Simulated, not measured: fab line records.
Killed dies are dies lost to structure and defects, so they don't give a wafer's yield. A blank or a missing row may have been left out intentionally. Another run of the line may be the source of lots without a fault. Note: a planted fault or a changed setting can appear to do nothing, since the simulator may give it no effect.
One fault through the eyes of 2 desks	flow gf180mcu	each desk has only its own numbers; what lay behind them comes last

== THE METROLOGY DESK ==
What the gauges read, lot by lot, whatever tool the lot ran on: means of the sampled wafers that have a number. A lot is out of limits, marked OUT, if its mean lies more than 4 standard deviations from the usual mean; the brackets give that distance.
Columns: A = LVPWELL_RS at GF_VT_IMPLANT_RS_MEAS_48, usual 1197 ohm/sq
lot	first seen here	A
L915	day 7 13:43	1196
L916	day 7 20:05	1203
L918	day 8 08:48	1200
L920	day 8 22:55	1199
L921	day 9 05:26	1196
L923	day 9 18:29	1197
L924	day 10 05:48	1197
L926	day 10 15:41	1198
L927	day 10 22:47	1198
L930	day 11 19:21	1198
L933	day 12 13:52	1200
L934	day 12 22:16	1192
L935	day 13 04:04	1195
L938	day 14 03:34	1196
This desk found nothing out of limits on any of the 14 lots.

== TOOL OWNER'S DESK, rieSi-02 ==
The tool's own readings at GF_POLY_GATE_ETCH_13 (etches poly-Si in HBr/Cl2, stops on SiO2, target depth 198.5 nm, time 69.6 s): means of the sampled wafers that have a number, for each lot that ran on this tool. A lot is out of limits, marked OUT, if its mean lies more than 4 standard deviations from the usual mean; the brackets give that distance.
Columns: A = drypumpMotorCurrentA at GF_POLY_GATE_ETCH_13, usual 5.9 A; B = heBacksideLeakSccm at GF_POLY_GATE_ETCH_13, usual 2.75 sccm; C = oesProductAu at GF_POLY_GATE_ETCH_13, usual 0.990 a.u.; D = throttleValvePct at GF_POLY_GATE_ETCH_13, usual 33.683 %
lot	first seen here	A	B	C	D
L916	day 9 11:08	6.4	3.03	0.985	33.685
L918	day 10 00:08	6.4	3.01	0.991	33.691
L921	day 10 22:11	6.4	3.10	0.986	33.686
L924	day 12 00:14	5.8	2.50	0.987	33.673
L926	day 12 10:52	5.5	2.89	0.927 (-8.9) OUT	33.686
L927	day 12 18:08	5.5	3.02	0.871 (-17) OUT	33.685
L930	day 13 16:59	6.4	2.95	0.930 (-8.6) OUT	33.675
This desk's finding: out of limits on L926, L927, L930; first on L926, day 12 10:52 (oesProductAu at GF_POLY_GATE_ETCH_13). In limits: L916, L918, L921, L924.

== ALL TOGETHER ==
The tool owner's desk had the chance to raise an alarm at day 12 10:52 on L926, L927, L930.
Metrology desk: nothing out of limits seen.
The metrology desk holds a record of L926, L927, L930, inside its limits.
All the named lots went through GF_POLY_GATE_ETCH_13 on rieSi-02.

== WHAT THE SIMULATOR HAD INSERTED ==
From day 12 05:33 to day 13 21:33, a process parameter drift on rieSi-02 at GF_POLY_GATE_ETCH_13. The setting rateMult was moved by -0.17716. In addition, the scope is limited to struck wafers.
Lots struck among those shown: L926, L927, L930.
Hours from the fault's start to each desk's first reading out of limits: the tool owner's desk, 5.
